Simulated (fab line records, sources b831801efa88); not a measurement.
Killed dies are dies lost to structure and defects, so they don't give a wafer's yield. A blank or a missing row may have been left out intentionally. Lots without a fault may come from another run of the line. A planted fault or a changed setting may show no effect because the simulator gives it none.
Which tool did it?    flow gf180mcu    39 wafers from 13 lots sampled at 3 of the route's 602 steps

## WHAT EACH GAUGE READ, for each wafer
GF_M4_OVL_MEAS_15. Usual: M4_OVL gives -5 nm (standard deviation 4.6).
lot   measured      on          M4_OVL (nm)  flag
L828  day 23 12:14  overlay-01  -9 -6 -3     
L830  day 24 11:19  overlay-02  -8 -8 -12    
L831  day 24 21:43  overlay-01  0 -10 -2     
L834  day 26 11:28  overlay-02  -8 -11 -5    
L836  day 26 13:08  overlay-01  -13 -9 -8    
L837  day 27 03:33  overlay-01  -1 -7 1      
L838  day 27 10:31  overlay-02  -6 -12 -10   
L839  day 27 12:41  overlay-02  1 2 -4       
L840  day 27 18:49  overlay-01  -7 -7 -10    
L841  day 27 23:01  overlay-01  4 -6 -6      
L844  day 28 23:19  overlay-02  -10 -5 -8    
L845  day 29 03:48  overlay-02  0 -1 -8      
L851  day 30 16:00  overlay-02  -11 2 -1     

GF_V4_RS_MEAS_24: measures by four-point-probe. Usual: V4_W_RS gives 0.323 ohm/sq (standard deviation 0.0069).
lot   measured      on             V4_W_RS (ohm/sq)   flag
L828  day 24 14:09  film-metro-04  0.329 0.319 0.333  
L830  day 25 11:24  film-metro-03  0.318 0.325 0.319  
L831  day 25 21:34  film-metro-03  0.311 0.318 0.318  
L834  day 27 10:07  film-metro-03  0.331 0.329 0.322  
L836  day 27 12:23  film-metro-04  0.325 0.325 0.322  
L837  day 28 01:58  film-metro-03  0.325 0.323 0.329  
L838  day 28 08:05  film-metro-04  0.314 0.332 0.314  
L839  day 28 11:44  film-metro-04  0.314 0.314 0.330  
L840  day 28 16:38  film-metro-03  0.313 0.329 0.315  
L841  day 28 20:39  film-metro-03  0.331 0.312 0.313  
L844  day 29 20:46  film-metro-03  0.327 0.332 0.331  
L845  day 30 01:29  film-metro-03  0.316 0.330 0.332  
L851  day 31 12:46  film-metro-01  0.319 0.319 0.334  

## EACH LOT AND THE TOOL THAT RAN IT (in order: tool; ch and the chambers of the sampled wafers; start)
lot   GF_V4_PEB_12
L828  litho-track-04 ch 0, day 24 12:45
L830  litho-track-04 ch 0, day 25 10:00
L831  litho-track-02 ch 0, day 25 20:11
L834  litho-track-02 ch 0, day 27 08:40
L836  litho-track-02 ch 0, day 27 11:01
L837  litho-track-01 ch 0, day 28 00:32
L838  litho-track-04 ch 0, day 28 06:43
L839  litho-track-02 ch 0, day 28 10:04
L840  litho-track-04 ch 0, day 28 15:16
L841  litho-track-02 ch 0, day 28 19:16
L844  litho-track-04 ch 0, day 29 19:23
L845  litho-track-02 ch 0, day 30 00:07
L851  litho-track-04 ch 0, day 31 11:23
- GF_V4_PEB_12: peb time 90 s.

## AS READ BY THE TOOLS THEMSELVES (means over the sampled wafers that have a number; for cases with no such wafer, the mark the record gives instead)
GF_V4_PEB_12. Usual: 85.70 W for heater-power-total-W, sd 0.079.
lot   tool            heater-power-total-W (W)  flag
L828  litho-track-04  85.66                     
L830  litho-track-04  85.65                     
L831  litho-track-02  85.74                     
L834  litho-track-02  85.73                     
L836  litho-track-02  85.72                     
L837  litho-track-01  85.71                     
L838  litho-track-04  85.75                     
L839  litho-track-02  85.66                     
L840  litho-track-04  85.69                     
L841  litho-track-02  85.73                     
L844  litho-track-04  85.73                     
L845  litho-track-02  87.38                     OFF
L851  litho-track-04  85.74                     

## THE ANSWER, worked out from the rows above alone
Rule: lot off if the mean of its wafers having a number is beyond 3 standard deviations from the usual mean. A lot without any number at a reading at which 4 lots or more have one is off too. The other lots that the step has rows for count as sound. First the gauges in route order, then the tools' own readings, where a lot's mean is used as printed above. The first step at which some lot is off is used, and at that step the reading that is off furthest; a lot without a number counts as furthest.
Off: L845 (GF_V4_PEB_12, heater-power-total-W).
A tool fits if, at that step or a process step before it, it ran every lot that is off, and no sound lot after the first of them. One candidate fits, namely litho-track-02 at GF_V4_PEB_12. A fault onset in the window from L841 (day 28 19:16, its last sound lot) to L845 (day 30 00:07, its first lot off) fits.
On the lots that are off, the tool's own readings at GF_V4_PEB_12 differ by more than 5 times the standard deviation of the sound lots' means, which bears it out; heater-power-total-W reads 87.38 W there versus 85.71 W on the sound lots.

## WHAT THE SIMULATOR PUT IN
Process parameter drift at GF_V4_PEB_12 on litho-track-02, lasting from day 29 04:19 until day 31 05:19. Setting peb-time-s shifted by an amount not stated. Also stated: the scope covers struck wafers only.
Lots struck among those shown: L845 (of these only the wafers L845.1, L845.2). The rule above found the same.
